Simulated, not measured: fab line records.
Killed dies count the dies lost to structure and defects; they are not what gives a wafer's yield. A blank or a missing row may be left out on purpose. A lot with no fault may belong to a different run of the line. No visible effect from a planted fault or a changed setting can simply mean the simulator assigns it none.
fab line records	flow sky130	part 1 of 2: steps 1 to 36 of 50
[record] lots = 5	wafers = 15	last_day = 50
route steps=708 shown VT_ADJUST_NCORE@119 VT_ADJUST_HVTR@131 VT_ADJUST_PCH@143 SONOS_TUNNEL@154 SONOS_ONO@168
lots with no fault: from the same line, run without faults
start_h: hours from the record's opening day to when the first of the lot's shown wafers began	wait_h: how many hours have passed since the lot's step before this one	" as in the row above	L1.1+2: a single row standing in for several wafers	- no value, or no start given	* or withheld: withheld	< > ~ a bound
route shown NAME@n: names a module that has steps shown in the file, with the first one's number in the route	usual: mean/standard deviation of fault-free wafers	same: alike in all rows	chamber/n: place in a boat	sites: the reading at each site	_std_site: standard deviation across them	_edge_site: the outer-site mean with the inner-site mean subtracted	radius_mm: how far each site lies from the wafer's centre	mask NAME#n: copy n	behind: the last tool/chamber to shape the wafer	hold: why the lot was held/for how many hours/how that ended	device: transistor that didn't switch, given as n, p or np	end of line: the tests these same wafers got at the end of their route	a step with no rows: only its recipe	killed: not the wafer's yield, but the dies lost to structure and defects at the first sort	map: the dies of a wafer, with x for killed, . for not killed, _ for no die there
set.NAME: the setting the step ran with; set.NAME@STEP: the setting that earlier step ran with	model.NAME: the simulator's own value behind a step, which no gauge read
lots at selected steps of the route; one table per step, one row per wafer
services: from which hour (start_h, from the record's first day; less than 0 if before it) a tool's chamber was out of use, for how many hours, and why
[[steps]]
[step SKY_VT_ADJUST_NCORE_DEHYDRATE_00]
[recipe] temp_c = 200	time_s = 60
lot.wafer	tool	chamber	start_h	wait_h
L075.1+3+6	litho_track-02	0	179.64	9.6
L078.1+2+5	litho_track-02	0	198.29	10.3
L085.2+3+6	litho_track-01	0	244.10	11.4
L092.2+5+6	litho_track-02	0	291.42	11.5
L093.1+2+3	litho_track-01	0	299.88	12.6
[step SKY_VT_ADJUST_NCORE_HMDS_01]
[recipe] prime_time_s = 60	prime_temp_c = 120
lot.wafer	tool	chamber	start_h	wait_h
L075.1+3+6	litho_track-02	0	179.79	0.1
L078.1+2+5	litho_track-02	0	198.44	0.1
L085.2+3+6	litho_track-01	0	244.25	0.1
L092.2+5+6	litho_track-02	0	291.57	0.1
L093.1+2+3	litho_track-01	0	300.03	0.1
[step SKY_VT_ADJUST_NCORE_COAT_02]
[recipe] resist = NOVOLAK	spin_rpm = 3000	resist_thk_nm = 1140
lot.wafer	tool	chamber	start_h	wait_h
L075.1+3+6	litho_track-02	0	179.94	0.1
L078.1+2+5	litho_track-02	0	198.59	0.1
L085.2+3+6	litho_track-01	0	244.40	0.1
L092.2+5+6	litho_track-02	0	291.72	0.1
L093.1+2+3	litho_track-01	0	300.18	0.1
[step SKY_VT_ADJUST_NCORE_SOFTBAKE_03]
[recipe] temp_c = 90	time_s = 60	resist = NOVOLAK
lot.wafer	tool	chamber	start_h	wait_h
L075.1+3+6	litho_track-02	0	180.09	0.1
L078.1+2+5	litho_track-02	0	198.74	0.1
L085.2+3+6	litho_track-01	0	244.55	0.1
L092.2+5+6	litho_track-02	0	291.87	0.1
L093.1+2+3	litho_track-01	0	300.33	0.1
[step SKY_VT_ADJUST_NCORE_EXPOSE_04]
[recipe] mask_id = LVTN_COMPLEMENT_THIN	na = 0.6	source_shape = conventional	sigma_outer = 0.6	polarization = unpolarized	target_cd_nm = 380	dose_mj = 139
lot.wafer	tool	chamber	start_h	wait_h	mask
L075.1+3+6	iline_stepper-01	0	-	-	LVTN_COMPLEMENT_THIN#0
L078.1+2+5	iline_stepper-01	0	-	-	LVTN_COMPLEMENT_THIN#0
L085.2+3+6	iline_stepper-01	0	-	-	LVTN_COMPLEMENT_THIN#0
L092.2+5+6	iline_stepper-01	0	-	-	LVTN_COMPLEMENT_THIN#0
L093.1+2+3	iline_stepper-01	0	-	-	LVTN_COMPLEMENT_THIN#0
[step SKY_VT_ADJUST_NCORE_PEB_05]
[recipe] temp_c = withheld	time_s = *	resist = NOVOLAK
lot.wafer	tool	chamber	start_h	wait_h
L075.1+3+6	litho_track-03	0	-	-
L078.1+2+5	litho_track-02	0	-	-
L085.2+3+6	litho_track-02	0	-	-
L092.2+5+6	litho_track-01	0	-	-
L093.1+2+3	litho_track-03	0	-	-
[step SKY_VT_ADJUST_NCORE_DEVELOP_06]
[recipe] resist = NOVOLAK	developer = TMAH	develop_time_s = 60	dev_temp_c = 23
[same] develop_time_s = 60
lot.wafer	tool	chamber	start_h	wait_h
L075.1+3+6	litho_track-03	0	189.44	0.1
L078.1+2+5	litho_track-02	0	208.99	0.1
L085.2+3+6	litho_track-02	0	255.67	0.1
L092.2+5+6	litho_track-01	0	304.65	0.1
L093.1+2+3	litho_track-03	0	312.69	0.1
[step SKY_VT_ADJUST_NCORE_CD_MEAS_07]
[recipe] target_cd_nm = 380
[usual] cd_nm = 380.6/2
lot.wafer	tool	chamber	start_h	wait_h	cd_nm
L075.1	cd_sem-01	-	189.68	0.2	384.6
L075.3	"	-	"	"	386.6
L075.6	"	-	"	"	382.5
L078.1	cd_sem-02	-	209.14	0.1	383.0
L078.2	"	-	"	"	383.1
L078.5	"	-	"	"	383.5
L085.2	cd_sem-01	-	255.81	0.1	378.9
L085.3	"	-	"	"	380.9
L085.6	"	-	"	"	380.2
L092.2	cd_sem-01	-	304.80	0.1	381.1
L092.5	"	-	"	"	382.0
L092.6	"	-	"	"	383.1
L093.1	cd_sem-01	-	312.84	0.1	379.8
L093.2	"	-	"	"	377.1
L093.3	"	-	"	"	378.8
[step SKY_VT_ADJUST_NCORE_OVL_MEAS_08]
[usual] VT_ADJUST_NCORE_OVL = -1.1/1.5
lot.wafer	tool	chamber	start_h	wait_h	VT_ADJUST_NCORE_OVL[nm]
L075.1	overlay-01	-	189.80	0.1	-1.2
L075.3	"	-	"	"	0.3
L075.6	"	-	"	"	-2.6
L078.1	overlay-02	-	209.26	0.1	-1.1
L078.2	"	-	"	"	-2.3
L078.5	"	-	"	"	-2.6
L085.2	overlay-02	-	255.92	0.1	1.2
L085.3	"	-	"	"	-1.3
L085.6	"	-	"	"	-1.6
L092.2	overlay-01	-	304.90	0.1	-1.2
L092.5	"	-	"	"	-2.9
L092.6	"	-	"	"	-2.8
L093.1	overlay-01	-	312.96	0.1	1.1
L093.2	"	-	"	"	-0.1
L093.3	"	-	"	"	0.6
[step SKY_VT_ADJUST_NCORE_IMPLANT_09]
[recipe] species = B	energy_kev = 10	dose_cm2 = 2.4e+12	tilt_deg = withheld
[same] implant_ion_amu = 11
lot.wafer	tool	chamber	start_h	wait_h
L075.1+3+6	implanter-03	0	189.84	0.0
L078.1+2+5	implanter-01	0	209.30	0.0
L085.2+3+6	implanter-01	0	255.97	0.0
L092.2+5+6	implanter-01	0	304.96	0.0
L093.1+2+3	implanter-01	0	313.00	0.0
[step SKY_VT_ADJUST_NCORE_STRIP_10]
[recipe] chemistry = O2/N2	power_w = 1400	pressure_mtorr = 1500	platen_temp_c = withheld	o2_flow_sccm = 3000	n2_flow_sccm = 300	overash_fraction = 0.5
[usual] drypump_motor_current_A = 5.7/0.39	oes_product_au = 0.716/0.0041	strip_time_to_endpoint_s = 14.17/0.047
lot.wafer	tool	chamber	start_h	wait_h	drypump_motor_current_A	oes_product_au	rf_hours_counter_h	strip_time_to_endpoint_s
L075.1	plasma_asher-01	1	189.99	0.1	5.1	0.718	36	14.13
L075.3	"	0	"	"	5.8	0.712	-	14.07
L075.6	"	0	"	"	5.7	0.719	-	14.12
L078.1	plasma_asher-01	0	209.45	0.1	5.8	0.719	38	14.11
L078.2	"	1	"	"	5.1	0.718	38	14.14
L078.5	"	0	"	"	5.8	0.725	-	14.12
L085.2	plasma_asher-04	1	256.10	0.1	5.9	0.714	57	14.17
L085.3	"	0	"	"	6.2	0.712	-	14.19
L085.6	"	0	"	"	6.3	0.713	-	14.18
L092.2	plasma_asher-01	1	305.08	0.1	5.2	0.707	47	14.14
L092.5	"	1	"	"	5.2	0.717	-	14.11
L092.6	"	0	"	"	5.8	0.724	-	14.10
L093.1	plasma_asher-01	1	313.15	0.1	5.2	0.713	48	14.11
L093.2	"	0	"	"	5.9	0.712	48	14.12
L093.3	"	0	"	"	5.8	0.708	-	14.16
[step SKY_VT_ADJUST_NCORE_TW_MEAS_11]
[usual] VT_ADJUST_NCORE_TW = 219.0/1.8
lot.wafer	tool	chamber	start_h	wait_h	VT_ADJUST_NCORE_TW
L075.1	film_metro-03	-	190.09	0.1	218.7
L075.3	"	-	"	"	220.4
L075.6	"	-	"	"	220.4
L078.1	film_metro-03	-	209.55	0.1	221.4
L078.2	"	-	"	"	221.4
L078.5	"	-	"	"	221.1
L085.2	film_metro-03	-	256.21	0.1	220.2
L085.3	"	-	"	"	220.5
L085.6	"	-	"	"	220.9
L092.2	film_metro-04	-	305.19	0.1	216.4
L092.5	"	-	"	"	217.1
L092.6	"	-	"	"	218.6
L093.1	film_metro-03	-	313.25	0.1	219.6
L093.2	"	-	"	"	221.1
L093.3	"	-	"	"	219.2
[step SKY_VT_ADJUST_HVTR_DEHYDRATE_00]
[recipe] temp_c = 200	time_s = 60
lot.wafer	tool	chamber	start_h	wait_h
L075.1+3+6	litho_track-04	0	200.26	10.2
L078.1+2+5	litho_track-04	0	220.01	10.5
L085.2+3+6	litho_track-04	0	268.09	11.9
L092.2+5+6	litho_track-04	0	318.14	12.9
L093.1+2+3	litho_track-04	0	326.21	13.0
[step SKY_VT_ADJUST_HVTR_HMDS_01]
[recipe] prime_time_s = 60	prime_temp_c = 120
lot.wafer	tool	chamber	start_h	wait_h
L075.1+3+6	litho_track-04	0	200.41	0.1
L078.1+2+5	litho_track-04	0	220.16	0.1
L085.2+3+6	litho_track-04	0	268.24	0.1
L092.2+5+6	litho_track-04	0	318.29	0.1
L093.1+2+3	litho_track-04	0	326.36	0.1
[step SKY_VT_ADJUST_HVTR_COAT_02]
[recipe] resist = NOVOLAK	spin_rpm = 3000	resist_thk_nm = 1140
lot.wafer	tool	chamber	start_h	wait_h
L075.1+3+6	litho_track-04	0	200.56	0.1
L078.1+2+5	litho_track-04	0	220.31	0.1
L085.2+3+6	litho_track-04	0	268.39	0.1
L092.2+5+6	litho_track-04	0	318.44	0.1
L093.1+2+3	litho_track-04	0	326.51	0.1
[step SKY_VT_ADJUST_HVTR_SOFTBAKE_03]
[recipe] temp_c = 90	time_s = 60	resist = NOVOLAK
lot.wafer	tool	chamber	start_h	wait_h
L075.1+3+6	litho_track-04	0	200.71	0.1
L078.1+2+5	litho_track-04	0	220.46	0.1
L085.2+3+6	litho_track-04	0	268.54	0.1
L092.2+5+6	litho_track-04	0	318.59	0.1
L093.1+2+3	litho_track-04	0	326.66	0.1
[step SKY_VT_ADJUST_HVTR_EXPOSE_04]
[recipe] mask_id = HVTRM	target_cd_nm = 380	na = 0.6	source_shape = conventional	sigma_outer = 0.6	dose_mj = 150
lot.wafer	tool	chamber	start_h	wait_h	mask
L075.1+3+6	iline_stepper-01	0	-	-	HVTRM#0
L078.1+2+5	iline_stepper-01	0	-	-	HVTRM#0
L085.2+3+6	iline_stepper-02	0	-	-	HVTRM#0
L092.2+5+6	iline_stepper-01	0	-	-	HVTRM#0
L093.1+2+3	iline_stepper-02	0	-	-	HVTRM#0
[step SKY_VT_ADJUST_HVTR_PEB_05]
[recipe] temp_c = withheld	time_s = *	resist = NOVOLAK
lot.wafer	tool	chamber	start_h	wait_h
L075.1+3+6	litho_track-02	0	-	-
L078.1+2+5	litho_track-04	0	-	-
L085.2+3+6	litho_track-02	0	-	-
L092.2+5+6	litho_track-04	0	-	-
L093.1+2+3	litho_track-03	0	-	-
[step SKY_VT_ADJUST_HVTR_DEVELOP_06]
[recipe] develop_time_s = 60	dev_temp_c = 23
[same] develop_time_s = 60
lot.wafer	tool	chamber	start_h	wait_h
L075.1+3+6	litho_track-02	0	211.89	0.1
L078.1+2+5	litho_track-04	0	231.11	0.1
L085.2+3+6	litho_track-02	0	280.57	0.1
L092.2+5+6	litho_track-04	0	331.24	0.1
L093.1+2+3	litho_track-03	0	339.59	0.1
[step SKY_VT_ADJUST_HVTR_CD_MEAS_07]
[recipe] target_cd_nm = 380
[usual] cd_nm = 380.3/2.5
lot.wafer	tool	chamber	start_h	wait_h	cd_nm
L075.1	cd_sem-01	-	212.04	0.1	380.2
L075.3	"	-	"	"	383.2
L075.6	"	-	"	"	378.9
L078.1	cd_sem-01	-	231.26	0.1	381.2
L078.2	"	-	"	"	382.0
L078.5	"	-	"	"	381.0
L085.2	cd_sem-02	-	280.71	0.1	380.3
L085.3	"	-	"	"	380.6
L085.6	"	-	"	"	379.5
L092.2	cd_sem-02	-	331.38	0.1	382.2
L092.5	"	-	"	"	382.6
L092.6	"	-	"	"	380.7
L093.1	cd_sem-02	-	339.74	0.1	377.9
L093.2	"	-	"	"	378.5
L093.3	"	-	"	"	379.6
[step SKY_VT_ADJUST_HVTR_OVL_MEAS_08]
[usual] VT_ADJUST_HVTR_OVL = 1.3/1.3
lot.wafer	tool	chamber	start_h	wait_h	VT_ADJUST_HVTR_OVL[nm]
L075.1	overlay-01	-	212.16	0.1	1.9
L075.3	"	-	"	"	2.2
L075.6	"	-	"	"	0.5
L078.1	overlay-01	-	231.38	0.1	2.6
L078.2	"	-	"	"	2.4
L078.5	"	-	"	"	1.9
L085.2	overlay-02	-	280.82	0.1	2.2
L085.3	"	-	"	"	2.2
L085.6	"	-	"	"	2.6
L092.2	overlay-02	-	331.49	0.1	2.5
L092.5	"	-	"	"	1.8
L092.6	"	-	"	"	-0.3
L093.1	overlay-01	-	339.86	0.1	3.9
L093.2	"	-	"	"	3.0
L093.3	"	-	"	"	1.9
[step SKY_VT_ADJUST_HVTR_IMPLANT_09]
[recipe] species = B	energy_kev = 10	dose_cm2 = 2.1e+12	tilt_deg = withheld
[same] implant_ion_amu = 11
lot.wafer	tool	chamber	start_h	wait_h
L075.1+3+6	implanter-02	0	212.20	0.0
L078.1+2+5	implanter-04	0	231.42	0.0
L085.2+3+6	implanter-02	0	280.87	0.0
L092.2+5+6	implanter-02	0	331.54	0.0
L093.1+2+3	implanter-03	0	339.90	0.0
[step SKY_VT_ADJUST_HVTR_STRIP_10]
[recipe] chemistry = O2/N2	power_w = 1400	pressure_mtorr = 1500	platen_temp_c = withheld	o2_flow_sccm = 3000	n2_flow_sccm = 300	overash_fraction = 0.5
[usual] drypump_motor_current_A = 5.88/0.29	oes_product_au = 0.715/0.0048	strip_time_to_endpoint_s = 14.17/0.049
lot.wafer	tool	chamber	start_h	wait_h	drypump_motor_current_A	oes_product_au	rf_hours_counter_h	strip_time_to_endpoint_s
L075.1	plasma_asher-04	0	212.35	0.1	6.24	0.710	53	14.25
L075.3	"	1	"	"	5.92	0.711	-	14.21
L075.6	"	0	"	"	6.24	0.707	-	14.24
L078.1	plasma_asher-03	1	231.57	0.1	6.03	0.711	55	14.16
L078.2	"	0	"	"	5.58	0.726	55	14.13
L078.5	"	0	"	"	5.57	0.717	-	14.10
L085.2	plasma_asher-04	0	281.00	0.1	6.25	0.721	60	14.20
L085.3	"	1	"	"	5.93	0.711	-	14.25
L085.6	"	0	"	"	6.24	0.712	-	14.22
L092.2	plasma_asher-03	1	331.67	0.1	6.06	0.711	65	14.18
L092.5	"	1	"	"	6.03	0.722	-	14.18
L092.6	"	0	"	"	5.59	0.729	-	14.15
L093.1	plasma_asher-03	0	340.05	0.1	5.56	0.708	66	14.21
L093.2	"	1	"	"	6.05	0.713	66	14.22
L093.3	"	0	"	"	5.60	0.717	-	14.23
[step SKY_VT_ADJUST_HVTR_TW_MEAS_11]
[usual] VT_ADJUST_HVTR_TW = 208.4/1.9
lot.wafer	tool	chamber	start_h	wait_h	VT_ADJUST_HVTR_TW
L075.1	film_metro-02	-	212.45	0.1	206.7
L075.3	"	-	"	"	205.5
L075.6	"	-	"	"	207.4
L078.1	film_metro-04	-	231.67	0.1	207.5
L078.2	"	-	"	"	209.0
L078.5	"	-	"	"	208.1
L085.2	film_metro-04	-	281.11	0.1	211.4
L085.3	"	-	"	"	210.2
L085.6	"	-	"	"	211.4
L092.2	film_metro-04	-	331.78	0.1	209.1
L092.5	"	-	"	"	209.3
L092.6	"	-	"	"	209.4
L093.1	film_metro-02	-	340.15	0.1	206.7
L093.2	"	-	"	"	206.3
L093.3	"	-	"	"	206.3
[step SKY_VT_ADJUST_PCH_DEHYDRATE_00]
[recipe] temp_c = 200	time_s = 60
lot.wafer	tool	chamber	start_h	wait_h
L075.1+3+6	litho_track-01	0	222.98	10.5
L078.1+2+5	litho_track-01	0	242.78	11.1
L085.2+3+6	litho_track-01	0	293.00	11.9
L092.2+5+6	litho_track-01	0	345.30	13.5
L093.1+2+3	litho_track-02	0	353.44	13.3
[step SKY_VT_ADJUST_PCH_HMDS_01]
[recipe] prime_time_s = 60	prime_temp_c = 120
lot.wafer	tool	chamber	start_h	wait_h
L075.1+3+6	litho_track-01	0	223.13	0.1
L078.1+2+5	litho_track-01	0	242.93	0.1
L085.2+3+6	litho_track-01	0	293.15	0.1
L092.2+5+6	litho_track-01	0	345.45	0.1
L093.1+2+3	litho_track-02	0	353.59	0.1
[step SKY_VT_ADJUST_PCH_COAT_02]
[recipe] spin_rpm = 2000	resist_thk_nm = 3000
lot.wafer	tool	chamber	start_h	wait_h
L075.1+3+6	litho_track-01	0	223.28	0.1
L078.1+2+5	litho_track-01	0	243.08	0.1
L085.2+3+6	litho_track-01	0	293.30	0.1
L092.2+5+6	litho_track-01	0	345.60	0.1
L093.1+2+3	litho_track-02	0	353.74	0.1
[step SKY_VT_ADJUST_PCH_SOFTBAKE_03]
[recipe] temp_c = 110	time_s = withheld
lot.wafer	tool	chamber	start_h	wait_h
L075.1+3+6	litho_track-01	0	223.43	0.1
L078.1+2+5	litho_track-01	0	243.23	0.1
L085.2+3+6	litho_track-01	0	293.46	0.1
L092.2+5+6	litho_track-01	0	345.76	0.1
L093.1+2+3	litho_track-02	0	353.89	0.1
[step SKY_VT_ADJUST_PCH_EXPOSE_04]
[recipe] mask_id = NWM	na = 0.6	source_shape = conventional	sigma_outer = 0.6	polarization = unpolarized	target_cd_nm = 840	dose_mj = 255
lot.wafer	tool	chamber	start_h	wait_h	mask
L075.1+3+6	iline_stepper-01	0	-	-	NWM#0
L078.1+2+5	iline_stepper-01	0	-	-	NWM#0
L085.2+3+6	iline_stepper-02	0	-	-	NWM#0
L092.2+5+6	iline_stepper-01	0	-	-	NWM#0
L093.1+2+3	iline_stepper-02	0	-	-	NWM#0
[step SKY_VT_ADJUST_PCH_PEB_05]
[recipe] temp_c = 115	time_s = withheld
lot.wafer	tool	chamber	start_h	wait_h
L075.1+3+6	litho_track-04	0	-	-
L078.1+2+5	litho_track-01	0	-	-
L085.2+3+6	litho_track-02	0	-	-
L092.2+5+6	litho_track-01	0	-	-
L093.1+2+3	litho_track-04	0	-	-
[step SKY_VT_ADJUST_PCH_DEVELOP_06]
[recipe] wall_angle_deg = 90	developer = TMAH	develop_time_s = 60	dev_temp_c = 23
[same] develop_time_s = 60
lot.wafer	tool	chamber	start_h	wait_h
L075.1+3+6	litho_track-04	0	-	-
L078.1+2+5	litho_track-01	0	-	-
L085.2+3+6	litho_track-02	0	-	-
L092.2+5+6	litho_track-01	0	-	-
L093.1+2+3	litho_track-04	0	-	-
[step SKY_VT_ADJUST_PCH_OVL_MEAS_07]
[usual] VT_ADJUST_PCH_OVL = -0.8/1.4
lot.wafer	tool	chamber	start_h	wait_h	VT_ADJUST_PCH_OVL[nm]
L075.1	overlay-02	-	234.76	-	0.6
L075.3	"	-	"	"	-0.7
L075.6	"	-	"	"	0.6
L078.1	overlay-01	-	254.68	-	-0.2
L078.2	"	-	"	"	1.2
L078.5	"	-	"	"	1.3
L085.2	overlay-02	-	306.20	-	-3.5
L085.3	"	-	"	"	-3.4
L085.6	"	-	"	"	-5.7
L092.2	overlay-02	-	359.33	-	-0.5
L092.5	"	-	"	"	-0.3
L092.6	"	-	"	"	-0.5
L093.1	overlay-02	-	368.01	-	-2.8
L093.2	"	-	"	"	-1.4
L093.3	"	-	"	"	-0.7
[step SKY_VT_ADJUST_PCH_IMPLANT_08]
[recipe] species = B	energy_kev = 10	dose_cm2 = 5e+11	tilt_deg = withheld
[same] implant_ion_amu = 11
lot.wafer	tool	chamber	start_h	wait_h
L075.1+3+6	implanter-04	0	234.80	0.0
L078.1+2+5	implanter-01	0	254.71	0.0
L085.2+3+6	implanter-01	0	306.25	0.0
L092.2+5+6	implanter-03	0	359.39	0.0
L093.1+2+3	implanter-03	0	368.05	0.0
[step SKY_VT_ADJUST_PCH_STRIP_09]
[recipe] chemistry = O2/N2	power_w = 1400	pressure_mtorr = 1500	platen_temp_c = withheld	o2_flow_sccm = 3000	n2_flow_sccm = 300	overash_fraction = 0.5
[usual] drypump_motor_current_A = 5.7/0.33	oes_product_au = 0.722/0.0045	strip_time_to_endpoint_s = 36.85/0.1
lot.wafer	tool	chamber	start_h	wait_h	drypump_motor_current_A	oes_product_au	rf_hours_counter_h	strip_time_to_endpoint_s
L075.1	plasma_asher-01	1	234.95	0.1	5.2	0.718	40	36.76
L075.3	"	1	"	"	5.2	0.723	-	36.73
L075.6	"	0	"	"	5.8	0.722	-	36.85
L078.1	plasma_asher-02	0	254.86	0.1	5.5	0.719	13	37.00
L078.2	"	1	"	"	6.1	0.727	13	36.94
L078.5	"	0	"	"	5.5	0.721	-	36.94
L085.2	plasma_asher-03	0	306.38	0.1	5.6	0.721	63	36.96
L085.3	"	1	"	"	6.0	0.724	-	37.05
L085.6	"	1	"	"	6.1	0.727	-	36.93
L092.2	plasma_asher-02	0	359.51	0.1	5.5	0.723	23	36.92
L092.5	"	0	"	"	5.5	0.725	-	36.92
L092.6	"	1	"	"	6.1	0.725	-	37.02
L093.1	plasma_asher-03	0	368.20	0.1	5.6	0.722	69	36.70
L093.2	"	1	"	"	6.1	0.720	69	36.72
L093.3	"	0	"	"	5.6	0.716	-	36.66
[step SKY_VT_ADJUST_PCH_TW_MEAS_10]
[usual] VT_ADJUST_PCH_TW = 142.4/1.9
lot.wafer	tool	chamber	start_h	wait_h	VT_ADJUST_PCH_TW
L075.1	film_metro-02	-	235.05	0.1	139.4
L075.3	"	-	"	"	139.1
L075.6	"	-	"	"	139.7
L078.1	film_metro-01	-	254.96	0.1	142.0
L078.2	"	-	"	"	142.2
L078.5	"	-	"	"	142.3
L085.2	film_metro-03	-	306.49	0.1	143.0
L085.3	"	-	"	"	144.2
L085.6	"	-	"	"	144.2
L092.2	film_metro-03	-	359.62	0.1	143.7
L092.5	"	-	"	"	144.5
L092.6	"	-	"	"	146.1
L093.1	film_metro-02	-	368.30	0.1	139.6
L093.2	"	-	"	"	140.3
L093.3	"	-	"	"	140.1
[step SKY_SONOS_TUNNEL_DEHYDRATE_00]
[recipe] temp_c = 200	time_s = 60
lot.wafer	tool	chamber	start_h	wait_h
L075.1+3+6	litho_track-03	0	245.89	10.8
L078.1+2+5	litho_track-03	0	266.74	11.8
L085.2+3+6	litho_track-01	0	318.90	12.4
L092.2+5+6	litho_track-04	0	372.94	13.3
L093.1+2+3	litho_track-04	0	382.36	14.1
